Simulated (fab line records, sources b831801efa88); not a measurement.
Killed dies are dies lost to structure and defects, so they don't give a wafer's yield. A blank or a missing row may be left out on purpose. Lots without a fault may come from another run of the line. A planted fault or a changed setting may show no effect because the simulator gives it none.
Chamber matching | flow gf180mcu | GF_V4_CMP_26 on cmp-02: 4 sister chambers
The step polishes, stops on SiO2, t overpolish 15 s, target thk 0 nm. 4 wafers are shown with their chamber, then 7 later ones without.

WAFERS WITH THEIR CHAMBER
wafer  | chamber | motor_current_A (A)
L362.2 | 0       | 10.8
L362.6 | 2       | 11.5
L366.1 | 3       | 10.2
L366.2 | 1       | 10.4

WAFERS WITHOUT THEIR CHAMBER
wafer  | motor_current_A (A)
L366.4 | 11.0
L370.2 | 10.9
L370.4 | 10.2
L370.6 | 11.8
L374.2 | 11.0
L374.4 | 11.2
L374.5 | 11.5

WHICH CHAMBER EACH WENT THROUGH
wafer  | from the rows above     | in truth
L366.4 | can't be placed: 0 or 2 | 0
L370.2 | 0                       | 0
L370.4 | can't be placed: 3 or 1 | 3
L370.6 | 2                       | 2
L374.2 | can't be placed: 0 or 2 | 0
L374.4 | can't be placed: 2 or 0 | 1
L374.5 | 2                       | 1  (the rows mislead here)
Placed correctly: 2 of 7. Can't be placed from these rows: 4 (the true chamber is among the candidates in 3). Placed wrongly: 1.
How it was worked out, from the rows above alone: a wafer's distance from a chamber is the root of the sum, over the readings, of the square of ((its reading less the chamber's mean) divided by the reading's scatter). The wafer belongs to the nearest chamber; if the next one is less than 2 further off, it can't be placed. A chamber's mean is the mean of its shown wafers. The scatter: with one shown wafer a chamber, the root of the mean of the squares of how far each hidden wafer lies from its nearest shown one.
